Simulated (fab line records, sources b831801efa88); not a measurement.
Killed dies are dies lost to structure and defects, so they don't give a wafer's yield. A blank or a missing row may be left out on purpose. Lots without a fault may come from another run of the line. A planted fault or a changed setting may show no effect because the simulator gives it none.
Which tool did it? | flow sky130 | 13 lots, 39 wafers sampled, at 4 steps of a route of 708

WHAT THE GAUGES READ, wafer by wafer
SKY_CONTACT_CD_MEAS_14: target cd 170 nm.
lot  | measured     | on        | cd_nm (nm)
L100 | day 31 14:28 | cd_sem-02 | 170.9 170.1 169.9
L101 | day 32 00:59 | cd_sem-02 | 170.3 170.2 168.8
L102 | day 32 09:07 | cd_sem-02 | 171.0 170.5 170.8
L104 | day 33 01:31 | cd_sem-02 | 169.5 171.1 168.5
L105 | day 33 10:43 | cd_sem-02 | 171.0 169.4 169.8
L106 | day 33 19:14 | cd_sem-02 | 170.4 170.9 170.1
L108 | day 34 05:40 | cd_sem-02 | 172.7 171.7 171.4
L109 | day 34 13:50 | cd_sem-02 | 170.1 171.6 170.3
L110 | day 34 22:35 | cd_sem-02 | 171.8 171.7 171.5
L113 | day 35 18:33 | cd_sem-02 | 169.1 169.2 168.8
L114 | day 36 07:41 | cd_sem-01 | 171.5 170.6 172.0
L116 | day 36 23:36 | cd_sem-02 | 170.4 169.1 170.1
L122 | day 38 15:17 | cd_sem-01 | 171.1 170.2 171.5

SKY_METAL1_CD_MEAS_15: target cd 140 nm.
lot  | measured     | on        | cd_nm (nm)
L100 | day 32 19:20 | cd_sem-02 | 137.9 135.8 136.1
L101 | day 33 05:44 | cd_sem-02 | 138.8 140.9 138.8
L102 | day 33 13:58 | cd_sem-02 | 141.7 141.6 142.1
L104 | day 34 05:48 | cd_sem-02 | 140.4 138.9 138.5
L105 | day 34 14:40 | cd_sem-02 | 138.1 136.8 136.6
L106 | day 35 00:01 | cd_sem-02 | 139.8 140.6 140.3
L108 | day 35 10:05 | cd_sem-02 | 138.2 137.5 139.7
L109 | day 35 17:28 | cd_sem-02 | 138.5 139.0 139.9
L110 | day 36 02:00 | cd_sem-01 | 138.1 136.3 137.2
L113 | day 36 22:10 | cd_sem-01 | 140.0
L114 | day 37 10:34 | cd_sem-01 | 139.8 139.3 140.7
L116 | day 38 02:44 | cd_sem-02 | 140.0 140.6 140.3
L122 | day 39 16:46 | cd_sem-02 | 138.0 138.7 140.5

WHICH TOOL RAN EACH LOT (tool, then ch and the chambers of the sampled wafers, then the start)
lot  | SKY_CONTACT_ETCH_16                | SKY_CONTACT_CMP_27
L100 | rie_diel-04 ch 1,3, day 31 14:37   | cmp-02 ch 1,2,3, day 31 15:45
L101 | rie_diel-02 ch 0,1,2, day 32 01:08 | cmp-02 ch 0,2,3, day 32 02:17
L102 | rie_diel-04 ch 2,3, day 32 09:14   | cmp-02 ch 1,2, day 32 10:23
L104 | rie_diel-03 ch 1,2,3, day 33 01:38 | cmp-01 ch 0,1,2, day 33 02:46
L105 | rie_diel-02 ch 1,2, day 33 10:51   | cmp-01 ch 1,2, day 33 12:05
L106 | rie_diel-03 ch 0,1, day 33 19:23   | cmp-02 ch 0,1,2, day 33 20:29
L108 | rie_diel-03 ch 0,1, day 34 05:49   | cmp-02 ch 0,3, day 34 06:59
L109 | rie_diel-02 ch 0,2,3, day 34 13:58 | cmp-02 ch 0,2, day 34 15:08
L110 | rie_diel-03 ch 2,3, day 34 22:43   | cmp-01 ch 1,3, day 34 23:48
L113 | rie_diel-02 ch 0,2,3, day 35 18:41 | cmp-02 ch 0,1,2, day 35 19:57
L114 | rie_diel-03 ch 0,1,3, day 36 07:50 | cmp-01 ch 0,1,3, day 36 08:57
L116 | rie_diel-02 ch 0,2,3, day 36 23:44 | cmp-01 ch 0,2,3, day 37 00:55
L122 | rie_diel-02 ch 0,1,3, day 38 15:26 | cmp-01 ch 0,1,2, day 38 16:31
- SKY_CONTACT_ETCH_16: etches BARC in N2/H2, stops on SiO2, time 45.9 s, target depth 60 nm.
- SKY_CONTACT_CMP_27: polishes, stops on SiO2, t overpolish 15 s, target thk 0 nm.

WHAT THE TOOLS THEMSELVES READ (means of the sampled wafers that have a number; where no wafer has one, the mark that the record gives instead)
SKY_CONTACT_ETCH_16.
lot  | tool        | drypump_motor_current_A (A) | oes_product_au (a.u.) | throttle_valve_pct (%)
L100 | rie_diel-04 | 5.3                         | 0.857                 | 13.224
L101 | rie_diel-02 | 5.8                         | 0.859                 | 13.230
L102 | rie_diel-04 | 6.1                         | 0.856                 | 13.227
L104 | rie_diel-03 | 5.4                         | 0.862                 | 13.226
L105 | rie_diel-02 | 5.6                         | 0.856                 | 13.220
L106 | rie_diel-03 | 5.2                         | 0.854                 | 13.227
L108 | rie_diel-03 | 5.6                         | 0.853                 | 13.225
L109 | rie_diel-02 | 5.8                         | 0.851                 | 13.231
L110 | rie_diel-03 | 5.6                         | 0.853                 | 13.236
L113 | rie_diel-02 | 5.8                         | 0.855                 | 13.227
L114 | rie_diel-03 | 5.5                         | 0.850                 | 13.225
L116 | rie_diel-02 | 5.8                         | 0.848                 | 13.227
L122 | rie_diel-02 | 5.8                         | 0.851                 | 13.217

SKY_CONTACT_CMP_27.
lot  | tool   | motor_current_A (A) | overpolish_run_s (s) | time_to_endpoint_s (s)
L100 | cmp-02 | 10.6                | 14.986               | 82
L101 | cmp-02 | 10.7                | 15.008               | 84
L102 | cmp-02 | 11.1                | 14.996               | 79
L104 | cmp-01 | 11.4                | 14.997               | 78
L105 | cmp-01 | 11.4                | 14.995               | 83
L106 | cmp-02 | 11.0                | 15.001               | 82
L108 | cmp-02 | 10.6                | 14.995               | 87
L109 | cmp-02 | 11.1                | 14.994               | 82
L110 | cmp-01 | 10.9                | 15.003               | 82
L113 | cmp-02 | 11.0                | 5.025                | 110
L114 | cmp-01 | 11.1                | 15.004               | 80
L116 | cmp-01 | 11.7                | 14.994               | 79
L122 | cmp-01 | 11.4                | 15.006               | 80

THE ANSWER, worked out from the rows above alone
Rule: what is usual is taken from the lots themselves. Put in order of their means at a reading, lots are off if they are a third of the lots or fewer, leave a main group of 4 or more, and stand apart from it by a gap of 3 or more times the standard deviation of the main group's means; of several such gaps the widest counts. A main group whose means are all the same, to the digits that the tables above print for the reading, isn't used. A lot without any number at a reading at which 4 lots or more have one is off too. The other lots that the step has rows for count as sound. The gauges are gone through in route order, then the tools' own readings, and for those a lot's mean is taken as printed above. The first step at which some lot is off is used, and at that step the reading that is off furthest; a lot without a number counts as furthest.
Off: L113, at SKY_CONTACT_CMP_27 (overpolish_run_s). The main group: mean 14.998 s, standard deviation 0.006.
A tool fits if, at that step or a process step before it, it ran every lot that is off, and no sound lot after the first of them. One fits: cmp-02 at SKY_CONTACT_CMP_27. Its last sound lot is L109 (day 34 15:08), its first lot that is off L113 (day 35 19:57): a fault that began between those two fits.
The tool's own readings at SKY_CONTACT_CMP_27 bear it out: on the lots that are off they differ by more than 5 times the standard deviation of the sound lots' means. overpolish_run_s reads 5.025 s there against 14.998 s on the sound lots; time_to_endpoint_s reads 110 s there against 82 s on the sound lots.

WHAT THE SIMULATOR HAD PUT IN
Process parameter drift: cmp-02, from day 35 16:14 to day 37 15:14, at SKY_CONTACT_CMP_27. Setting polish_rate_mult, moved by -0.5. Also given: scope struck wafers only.
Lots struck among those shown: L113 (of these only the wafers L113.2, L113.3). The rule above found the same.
